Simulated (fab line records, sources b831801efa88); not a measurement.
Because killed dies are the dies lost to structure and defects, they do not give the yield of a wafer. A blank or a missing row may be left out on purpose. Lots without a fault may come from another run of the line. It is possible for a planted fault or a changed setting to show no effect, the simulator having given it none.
Matching of chambers	flow gf180mcu	GF_V5_CVD_02 on pecvd-04: 3 sister chambers
The step deposits SiO2 from TEOS, target thk 1450 nm, time 163.28 s. 18 wafers are shown with their chamber, then 9 later ones without.

## WAFERS PAIRED WITH THEIR CHAMBERS
wafer	chamber	heater power w (W)
L075.2	1	528
L075.5	2	521
L075.6	1	432
L077.1	0	732
L077.5	2	529
L077.6	1	528
L079.1	0	693
L079.5	2	517
L079.6	0	759
L085.2	1	491
L085.3	0	770
L085.5	1	527
L089.4	1	431
L089.5	2	518
L089.6	0	784
L090.2	0	690
L090.5	2	655
L090.6	0	755

SIGNATURES (averages over the wafers above)
reading	chamber 0	chamber 1	chamber 2	scatter within a chamber
heater power w	740.43	489.50	548.00	47.4
Rule: a wafer lies at a distance from a chamber equal to the root of the sum of squares, over the readings, of (its reading less the chamber's mean, divided by the reading's scatter). If the next closest chamber is less than 2 further off than the closest, the wafer can't be placed; otherwise it belongs to the closest. The scatter is the square root of a quotient: the sum, over the shown wafers, of each reading's squared deviation from its chamber's mean, divided by wafers minus chambers.

## WAFERS WITH NO CHAMBER GIVEN
wafer	heater power w (W)
L093.3	549
L093.4	732
L093.5	523
L095.3	544
L095.5	677
L095.6	607
L097.1	728
L097.2	428
L097.6	528

## EACH ONE'S CHAMBER
wafer	from the rows above	in truth
L093.3	can't be placed: 2 or 1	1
L093.4	0	0
L093.5	can't be placed: 2 or 1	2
L095.3	can't be placed: 2 or 1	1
L095.5	can't be placed: 0 or 2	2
L095.6	can't be placed: 2 or 1 or 0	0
L097.1	0	0
L097.2	can't be placed: 1 or 2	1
L097.6	can't be placed: 2 or 1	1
2 of 9 placed correctly. From these rows, 7 cannot be placed; in 7 the true chamber is one of the candidates. 0 placed wrongly.
